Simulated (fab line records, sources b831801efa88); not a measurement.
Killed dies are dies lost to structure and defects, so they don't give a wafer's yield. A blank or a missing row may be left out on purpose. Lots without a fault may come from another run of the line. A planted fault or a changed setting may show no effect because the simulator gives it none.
A struck lot beside a sound one | flow sky130 | 15 steps out of a route of 708
Sound: wafers L291.2, L291.4, L291.6. Struck: wafer L300.2. (L300.5 of the same lot was not struck and is left out.) The cause comes at the end.
At each step with rows: each side's tool, then ch and its chambers, then its first start. Under that, the readings that differ: sound wafers | struck wafers | difference of the means | sigmas: that difference in standard deviations of wafers without a fault.
alike: readings whose means differ by less than 2 such deviations, and words and numbers that are the same on both sides. not compared: withheld readings, readings that some wafer has no value for, bounds like >300 that may hide the same value, and numbers for which the record gives no deviation and whose values overlap.
The two part at a step that has a row with sigmas, a row that says differs or no value, or rows on one side only. Numbers that don't overlap but have no deviation are shown without sigmas and don't part them. A reading that every wafer of one side lacks parts them only if that side has two wafers or more.

first, 2 steps without rows for these wafers: SKY_METAL5_CLEAN_18 (cleans in IPA, time 180 s); SKY_METAL5_CLEAN_19 (cleans in O3/DIW).
SKY_PASSIVATION_CVD_00: deposits SiO2, target thk 90 nm.
  sound on pecvd-04 ch 0,1,2, day 44 10:45; struck on pecvd-04 ch 1, day 46 22:51
  alike: heater_power_w, rf_fwd_power_W
SKY_PASSIVATION_THK_MEAS_01:
  sound on film_metro-02, day 44 10:47; struck on film_metro-03, day 46 22:53
  alike: PASSIVATION_CVD_00_THK
SKY_PASSIVATION_CVD_02: deposits Si3N4, target thk 540 nm.
  sound on pecvd-03 ch 0,1,2, day 44 10:50; struck on pecvd-02 ch 0, day 46 22:56
  alike: heater_power_w, rf_fwd_power_W
SKY_PASSIVATION_THK_MEAS_03:
  sound on film_metro-04, day 44 11:04; struck on film_metro-02, day 46 23:10
  alike: PASSIVATION_CVD_02_THK
then, 6 steps without rows for these wafers: SKY_PASSIVATION_DEHYDRATE_04 (time 60 s); SKY_PASSIVATION_HMDS_05 (prime time 60 s); SKY_PASSIVATION_COAT_06 (resist thk 3000 nm); SKY_PASSIVATION_SOFTBAKE_07; SKY_PASSIVATION_EXPOSE_08 (exposes mask NSM, target cd 3000 nm); SKY_PASSIVATION_PEB_09.
SKY_PASSIVATION_DEVELOP_10: develop time 60 s.
  sound on litho_track-01 ch 0, day 45 08:00; struck on litho_track-01 ch 0, day 47 19:00
SKY_PASSIVATION_ETCH_11: etches the open film in CF4/O2, stops on AlCu, target depth 725 nm, time 161.1 s.
  sound on rie_diel-04 ch 0,1,3, day 45 08:50; struck on rie_diel-02 ch 1, day 47 19:14
  reading                      | sound             | struck | difference | sigmas
  throttle_valve_pct (%)       | 5.958 5.950 5.968 | 5.976  | +0.017     | +2
  model.PASSIVATION.cd_nm (nm) | 2995 2990 2989    | 2972   | -19        |
  alike: chamber_pressure_mTorr, drypump_motor_current_A, oes_product_au, rf_fwd_power_W
  not compared: rf_hours_counter_h
SKY_PASSIVATION_STRIP_12: strips in O2/N2.
  sound on plasma_asher-03 ch 0,1, day 45 08:57; struck on plasma_asher-03 ch 0, day 47 19:21
  reading                        | sound                | struck | difference | sigmas
  chamber_pressure_mTorr (mTorr) | 1497.7 1501.7 1498.5 | 1502.3 | +3.0       | +2
  oes_product_au (a.u.)          | 0.666 0.669 0.661    | 0.654  | -0.011     | -3
  alike: drypump_motor_current_A, strip_time_to_endpoint_s
  not compared: rf_hours_counter_h

WHERE THEY PART
First at SKY_PASSIVATION_ETCH_11; last, within this record, at SKY_PASSIVATION_STRIP_12.

WHY: what the simulator had put in
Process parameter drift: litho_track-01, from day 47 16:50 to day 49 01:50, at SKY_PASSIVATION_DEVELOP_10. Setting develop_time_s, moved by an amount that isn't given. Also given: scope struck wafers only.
